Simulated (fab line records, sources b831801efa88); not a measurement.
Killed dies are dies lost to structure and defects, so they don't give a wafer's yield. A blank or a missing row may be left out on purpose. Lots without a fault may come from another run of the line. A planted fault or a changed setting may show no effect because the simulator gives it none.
Chamber matching | flow gf180mcu | GF_V3_CVD_02 on pecvd-04: 3 sister chambers
The step deposits SiO2 from TEOS, target thk 850 nm, time 94.851 s. 6 wafers are shown with their chamber, then 10 later ones without.

WAFERS WITH THEIR CHAMBER
wafer  | chamber | heater_power_w (W) | rf_fwd_power_W (W)
L084.4 | 2       | 619                | 597.0
L084.6 | 0       | 644                | 594.9
L088.4 | 0       | 497                | 597.6
L088.6 | 1       | 618                | 597.5
L089.1 | 1       | 525                | 597.0
L089.5 | 2       | 767                | 597.2

WAFERS WITHOUT THEIR CHAMBER
wafer  | heater_power_w (W) | rf_fwd_power_W (W)
L089.6 | 506                | 595.1
L094.1 | 630                | 597.2
L094.2 | 636                | 596.8
L094.5 | 498                | 597.1
L095.4 | 656                | 596.1
L095.5 | 516                | 596.4
L095.6 | 701                | 596.7
L096.2 | 566                | 594.4
L096.5 | 618                | 596.0
L096.6 | 606                | 594.6

WHICH CHAMBER EACH WENT THROUGH
wafer  | from the rows above          | in truth
L089.6 | can't be placed: 0 or 1 or 2 | 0
L094.1 | can't be placed: 1 or 2 or 0 | 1
L094.2 | can't be placed: 2 or 1 or 0 | 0
L094.5 | can't be placed: 1 or 0 or 2 | 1
L095.4 | can't be placed: 0 or 2 or 1 | 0
L095.5 | can't be placed: 0 or 1 or 2 | 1
L095.6 | can't be placed: 2 or 0 or 1 | 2
L096.2 | can't be placed: 0 or 1 or 2 | 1
L096.5 | can't be placed: 0 or 1 or 2 | 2
L096.6 | can't be placed: 0 or 1 or 2 | 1
Placed correctly: 0 of 10. Can't be placed from these rows: 10 (the true chamber is among the candidates in 10). Placed wrongly: 0.
How it was worked out, from the rows above alone: a wafer's distance from a chamber is the root of the sum, over the readings, of the square of ((its reading less the chamber's mean) divided by the reading's scatter). The wafer belongs to the nearest chamber; if the next one is less than 2 further off, it can't be placed. A chamber's mean is the mean of its shown wafers. The scatter: the root of (the sum of the squares of (reading less its chamber's mean) over the shown wafers, divided by (wafers less chambers)).
